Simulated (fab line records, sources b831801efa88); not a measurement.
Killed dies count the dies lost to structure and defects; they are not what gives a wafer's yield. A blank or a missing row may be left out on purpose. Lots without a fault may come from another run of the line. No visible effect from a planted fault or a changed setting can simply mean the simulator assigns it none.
The tool behind it: which one? + flow sky130 + 12 lots, 36 wafers sampled, at 2 steps of a route of 708

== WHAT THE GAUGES SHOWED, per wafer ==
SKY_POLY_GATE_OVL_MEAS_14.
| lot  | measured     | on         | POLY_GATE_OVL (nm) |
|------|--------------|------------|--------------------|
| L076 | day 17 12:53 | overlay-01 | -2 3 -3            |
| L077 | day 18 02:25 | overlay-02 | -1 -8 -6           |
| L079 | day 18 18:41 | overlay-01 | -3 -7 -5           |
| L081 | day 19 05:19 | overlay-01 | -4 -6 -2           |
| L083 | day 19 23:40 | overlay-02 | -4 -4 1            |
| L085 | day 20 19:51 | overlay-01 | -4 -8 -4           |
| L087 | day 21 16:09 | overlay-01 | 2 5 9              |
| L089 | day 22 04:06 | overlay-02 | -5 -9 -11          |
| L091 | day 22 15:07 | overlay-02 | 0 -7 -2            |
| L093 | day 23 09:05 | overlay-02 | -6 -12 -8          |
| L095 | day 24 00:33 | overlay-01 | 0 4 1              |
| L097 | day 24 21:13 | overlay-01 | 9 -5 2             |

== TOOL THAT RAN EACH LOT (tool first, then ch and the chambers of the sampled wafers, then the start) ==
| lot  | SKY_SONOS_ONO_ETCH_15             |
|------|-----------------------------------|
| L076 | rieDiel-01 ch 0,1, day 13 14:36   |
| L077 | rieDiel-01 ch 0,2, day 14 06:22   |
| L079 | rieDiel-03 ch 0,1, day 14 20:44   |
| L081 | rieDiel-01 ch 0,1,3, day 15 03:46 |
| L083 | rieDiel-01 ch 0,1,2, day 15 19:07 |
| L085 | rieDiel-01 ch 0,2, day 16 17:00   |
| L087 | rieDiel-03 ch 0,1,2, day 17 12:14 |
| L089 | rieDiel-04 ch 0,3, day 17 23:54   |
| L091 | rieDiel-04 ch 0,1,2, day 18 09:49 |
| L093 | rieDiel-03 ch 1,2,3, day 19 06:59 |
| L095 | rieDiel-01 ch 0,1,3, day 19 23:46 |
| L097 | rieDiel-01 ch 0,1,3, day 20 18:28 |
- SKY_SONOS_ONO_ETCH_15: etches the open film in CHF3/O2, target depth 19.52 nm, time 7.8 s.

== THE ANSWER, worked out from the rows above alone ==
Rule: what is usual is taken from the lots themselves. Put in order of their means at a reading, lots are off if they are a third of the lots or fewer, leave a main group of 4 or more, and stand apart from it by a gap of 3 or more times the standard deviation of the main group's means; of several such gaps the widest counts. Not used: any main group whose means are identical at the precision the tables above print for the reading. A lot without any number at a reading at which 4 lots or more have one is off too. All remaining lots with rows at the step are treated as sound.
Nothing can be told from this: no lot is off at any reading shown.

== WHAT WAS PUT IN BY THE SIMULATOR ==
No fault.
